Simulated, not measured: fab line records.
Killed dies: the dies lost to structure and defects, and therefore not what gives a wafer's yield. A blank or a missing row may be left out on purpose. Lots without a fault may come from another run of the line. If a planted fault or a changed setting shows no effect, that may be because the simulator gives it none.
Matching of chambers -- flow sky130 -- hdpcvd-01 running SKY_VIA4_HDPCVD_00: 3 sister chambers
The step deposits SiO2, target thk 1750 nm, time 291.7 s. 15 wafers are shown with their chamber, then 7 later ones without.

## WAFERS WITH THEIR CHAMBER
wafer,chamber,run_length_s (s)
L980.2,2,320.7
L980.4,1,318.9
L980.5,2,320.7
L984.1,0,319.7
L984.2,2,320.1
L984.6,0,320.5
L985.2,0,320.2
L985.3,1,318.5
L985.6,2,320.4
L987.2,0,320.6
L987.3,1,318.4
L987.4,1,318.3
L990.2,2,320.9
L990.3,1,318.6
L990.4,1,319.2

SIGNATURES, as means of the wafers listed above
reading,chamber 0,chamber 1,chamber 2,scatter within a chamber
run_length_s,320.250,318.650,320.560,0.348
Rule: distance of a wafer from a chamber = root of the sum over the readings of ((wafer's reading minus chamber's mean) / reading's scatter) squared. The wafer belongs to the nearest chamber; if the next one is less than 2 further off, it can't be placed. The scatter: take each reading less its chamber's mean, square it, sum over the shown wafers, divide by the number of wafers less the number of chambers, and take the root.

## WAFERS WITHOUT THEIR CHAMBER
wafer,run_length_s (s)
L991.1,320.3
L991.3,318.4
L991.5,318.8
L998.2,319.2
L998.6,320.8
L999.6,318.4
L100.3,318.8

## WHICH CHAMBER EACH WENT THROUGH
wafer,from the rows above,in truth
L991.1,can't be placed: 0 or 2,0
L991.3,1,1
L991.5,1,1
L998.2,can't be placed: 1 or 0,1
L998.6,can't be placed: 2 or 0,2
L999.6,1,1
L100.3,1,1
Correctly placed: 4 of 7. From these rows, 3 cannot be placed; in 3 the true chamber is one of the candidates. Number placed wrongly: 0.
